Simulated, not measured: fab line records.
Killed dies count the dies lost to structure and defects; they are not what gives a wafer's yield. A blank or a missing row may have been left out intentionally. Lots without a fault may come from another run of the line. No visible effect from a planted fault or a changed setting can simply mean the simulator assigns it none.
The tool behind it: which one? + flow sfqLine + route of 325 steps, sampled at 1 step: 13 lots, 39 wafers

WHAT EACH GAUGE READ, for each wafer
The record lacks any reading of a measuring or inspecting step that a usual standard deviation could be used to judge.

EACH LOT AND THE TOOL THAT RAN IT (in order: tool; ch and the chambers of the sampled wafers; start)
| lot  | SFQ_TRILAYER_I3_VIA_BARC_OPEN_VIA_ETCH_121 |
|------|--------------------------------------------|
| L811 | rieDiel-04 ch 2,3, day 49 05:19            |
| L812 | rieDiel-04 ch 0,2, day 49 17:19            |
| L813 | rieDiel-04 ch 0,1,2, day 50 02:55          |
| L814 | rieDiel-04 ch 0,1, day 50 10:07            |
| L816 | rieDiel-03 ch 0,1,3, day 50 16:07          |
| L817 | rieDiel-04 ch 1,2,3, day 50 22:07          |
| L820 | rieDiel-03 ch 0,1,3, day 52 20:55          |
| L826 | rieDiel-03 ch 1,2, day 55 10:53            |
| L827 | rieDiel-03 ch 0,2,3, day 55 22:53          |
| L828 | rieDiel-02 ch 0,3, day 56 07:14            |
| L829 | rieDiel-04 ch 0,3, day 56 10:50            |
| L830 | rieDiel-03 ch 1,2, day 57 00:02            |
| L833 | rieDiel-04 ch 0,2, day 57 07:14            |
- SFQ_TRILAYER_I3_VIA_BARC_OPEN_VIA_ETCH_121: etches BARC in O2, target depth 125 nm, time 41.7 s.

WHAT THE TOOLS THEMSELVES READ (means of the sampled wafers that have a number; where no wafer has one, the mark that the record gives instead)
SFQ_TRILAYER_I3_VIA_BARC_OPEN_VIA_ETCH_121. Usual: biasW 79.99 W, standard deviation 0.24; chamberPressureMTorr 30.001 mTorr, standard deviation 0.026; drypumpMotorCurrentA 5.7 A, standard deviation 0.42; oesProductAu 0.685 a.u., standard deviation 0.0046.
| lot  | tool       | biasW (W) | chamberPressureMTorr (mTorr) | drypumpMotorCurrentA (A) | oesProductAu (a.u.) | flag |
|------|------------|-----------|------------------------------|--------------------------|---------------------|------|
| L811 | rieDiel-04 | 79.67     | 29.995                       | 5.8                      | 0.683               |      |
| L812 | rieDiel-04 | 80.03     | 29.992                       | 5.3                      | 0.686               |      |
| L813 | rieDiel-04 | 79.98     | 30.019                       | 5.7                      | 0.689               |      |
| L814 | rieDiel-04 | 80.31     | 30.001                       | 5.9                      | 0.680               |      |
| L816 | rieDiel-03 | 80.18     | 30.008                       | 5.8                      | 0.683               |      |
| L817 | rieDiel-04 | 79.95     | 28.015                       | 5.8                      | 0.691               | OFF  |
| L820 | rieDiel-03 | 80.07     | 30.002                       | 5.9                      | 0.689               |      |
| L826 | rieDiel-03 | 79.63     | 30.002                       | 6.0                      | 0.684               |      |
| L827 | rieDiel-03 | 80.10     | 29.973                       | 5.9                      | 0.685               |      |
| L828 | rieDiel-02 | 80.04     | 29.974                       | 5.5                      | 0.685               |      |
| L829 | rieDiel-04 | 80.04     | 29.992                       | 5.9                      | 0.683               |      |
| L830 | rieDiel-03 | 80.16     | 30.008                       | 6.0                      | 0.690               |      |
| L833 | rieDiel-04 | 80.05     | 29.999                       | 5.3                      | 0.679               |      |

THE ANSWER, worked out from the rows above alone
Rule: take the mean of a lot's wafers that have a number; if it is more than 3 standard deviations from the usual mean, the lot is off. Also off: a lot with no number at a reading for which 4 or more lots have one. All remaining lots with rows at the step are treated as sound. After the gauges, taken in route order, come the tools' own readings; for these a lot's mean is taken, as printed above. The first step at which some lot is off is used, and at that step the reading that is off furthest; a lot without a number counts as furthest.
Off, at SFQ_TRILAYER_I3_VIA_BARC_OPEN_VIA_ETCH_121 on chamberPressureMTorr: L817.
If a tool, at that step or one of the process steps before it, ran each lot that is off and ran no sound lot following the first of them, it fits. No candidate that was tried fits.

WHAT THE SIMULATOR PUT IN
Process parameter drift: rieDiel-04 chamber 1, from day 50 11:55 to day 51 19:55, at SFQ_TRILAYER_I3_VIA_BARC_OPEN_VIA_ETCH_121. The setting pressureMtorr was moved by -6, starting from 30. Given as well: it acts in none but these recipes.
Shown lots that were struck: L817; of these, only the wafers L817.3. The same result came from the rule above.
